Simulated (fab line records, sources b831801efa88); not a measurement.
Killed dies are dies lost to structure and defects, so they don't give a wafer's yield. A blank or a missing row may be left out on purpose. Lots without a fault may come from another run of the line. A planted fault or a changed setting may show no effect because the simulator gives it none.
A struck lot beside a sound one | flow sky130 | 35 steps out of a route of 708
Sound: wafers L163.2, L163.3, L163.6. Struck: wafer L159.4. (L159.1, L159.3 of the same lot were not struck and are left out.) The cause comes at the end.
At each step with rows: each side's tool, then ch and its chambers, then its first start. Under that, the readings that differ: sound wafers | struck wafers | difference of the means | sigmas: that difference in standard deviations of wafers without a fault.
alike: readings whose means differ by less than 2 such deviations, and words and numbers that are the same on both sides. not compared: withheld readings, readings that some wafer has no value for, bounds like >300 that may hide the same value, and numbers for which the record gives no deviation and whose values overlap.
The two part at a step that has a row with sigmas, a row that says differs or no value, or rows on one side only. Numbers that don't overlap but have no deviation are shown without sigmas and don't part them. A reading that every wafer of one side lacks parts them only if that side has two wafers or more.

first, 10 steps without rows for these wafers: SKY_VIA1_ETCH_14 (etches BARC in N2/H2, stops on SiO2, time 45.9 s, target depth 60 nm); SKY_VIA1_ETCH_15 (etches SiO2 in C4F8/O2/Ar, stops on TiN, target depth 351 nm, time 54 s); SKY_VIA1_STRIP_16 (strips in O2/N2); SKY_VIA1_STRIP_17 (strips in post etch residue remover, time 1200 s); SKY_VIA1_CLEAN_18 (cleans in IPA, time 180 s); SKY_VIA1_CLEAN_19 (cleans in O3/DIW); SKY_VIA1_SPUTTER_20 (material TiN, target thk 20 nm, time 80 s); SKY_VIA1_CVD_21 (deposits W, target thk 270 nm, time 80.902 s); SKY_VIA1_CMP_24 (polishes, stops on SiO2, t overpolish 15 s, target thk 0 nm); SKY_METAL2_SPUTTER_00 (material Ti, target thk 15 nm, time 10 s).
SKY_METAL2_SPUTTER_01: material TiN, target thk 20 nm, time 16.7 s.
  sound on pvd_sputter-02, day 40 18:23; struck on pvd_sputter-01, day 39 13:47
  alike: throttle_valve_pct
then, 23 steps without rows for these wafers: SKY_METAL2_SPUTTER_02 (material AlCu, target thk 250 nm, time 13.3 s); SKY_METAL2_SPUTTER_03 (material Ti, target thk 5 nm, time 3.3 s); SKY_METAL2_SPUTTER_04 (material TiN, target thk 70 nm, time 58.3 s); SKY_METAL2_DEHYDRATE_07 (time 60 s); SKY_METAL2_HMDS_08 (prime time 60 s); SKY_METAL2_COAT_09 (resist thk 60 nm); SKY_METAL2_COAT_10 (resist thk 450 nm); SKY_METAL2_SOFTBAKE_11 (time 86.95 s); SKY_METAL2_EXPOSE_12 (exposes mask MM2, target cd 140 nm); SKY_METAL2_PEB_13; SKY_METAL2_DEVELOP_14 (develop time 60 s); SKY_METAL2_DESCUM_17 (chemistry O2, time 8 s); SKY_METAL2_ETCH_18 (etches BARC in N2/H2, stops on SiO2, time 45.9 s, target depth 60 nm); SKY_METAL2_METAL_ETCH_19 (etches the open film in Cl2/BCl3, stops on SiO2, target depth 360 nm, time 78 s); SKY_METAL2_STRIP_20 (strips in O2/N2); SKY_METAL2_STRIP_21 (strips in post etch residue remover, time 1200 s); SKY_METAL2_CLEAN_22 (cleans in IPA, time 180 s); SKY_METAL2_CLEAN_23 (cleans in O3/DIW); SKY_VIA2_HDPCVD_00 (deposits SiO2, target thk 1180 nm, time 196.7 s); SKY_VIA2_CMP_02 (polishes SiO2); SKY_VIA2_DEHYDRATE_04 (time 60 s); SKY_VIA2_HMDS_05 (prime time 60 s); SKY_VIA2_COAT_06 (resist thk 60 nm).
-- the record jumps here: 10 days lie between the struck wafers' starts before and after (it left off in module VIA2 and takes up again in module PAD_OPEN, whose first step shown is number 708 of the route) --
SKY_PAD_OPEN_PROBE_99:
  sound on prober-02, day 50 15:57; struck on prober-02, day 49 20:36
  reading                               | sound             | struck                   | difference                   | sigmas
  hold                                  | - - -             | await_dispo/2.1h/release | no value on the sound wafers |
  defect_limited_yield (%)              | 78.9 81.9 82.5    | 71.1                     | -10.0                        | -6
  killed_at_M0_to_M3                    | 49 48 36          | 95                       | +51                          | +7
  killed_at_contacts                    | 36 24 34          | 20                       | -11                          | -2
  killed_at_front_end                   | 10 15 16          | 24                       | +10                          | +2
  killed_dies                           | 104 89 86         | 142                      | +49                          | +6
  sort_bin_3_pad_short (%)              | 1.0 1.0 0.8       | 2.8                      | +1.9                         | +4
  sort_bin_5_function (%)               | 12.0 11.0 10.6    | 17.7                     | +6.5                         | +5
  sort_n_pass                           | 388 403 406       | 350                      | -49                          | -6
  sort_yield_pct (%)                    | 78.9 81.9 82.5    | 71.1                     | -10.0                        | -6
  model.etest.tester.sort_n_pass        | 388 403 406       | 350                      | -49                          |
  model.etest.tester.sort_yield_pct (%) | 78.86 81.91 82.52 | 71.14                    | -9.96                        |
  model.etest.tester.sort_bin_5_pct (%) | 11.99 10.98 10.57 | 17.68                    | +6.50                        |
  model.etest.tester.sort_bin_3_pct (%) | 1.016 1.016 0.813 | 2.846                    | +1.898                       |
  alike: killed_at_M4_up, killed_at_other, killed_open, killed_short, sort_bin_6_memory

WHERE THEY PART
Only at SKY_PAD_OPEN_PROBE_99, within this record.

WHY: what the simulator had put in
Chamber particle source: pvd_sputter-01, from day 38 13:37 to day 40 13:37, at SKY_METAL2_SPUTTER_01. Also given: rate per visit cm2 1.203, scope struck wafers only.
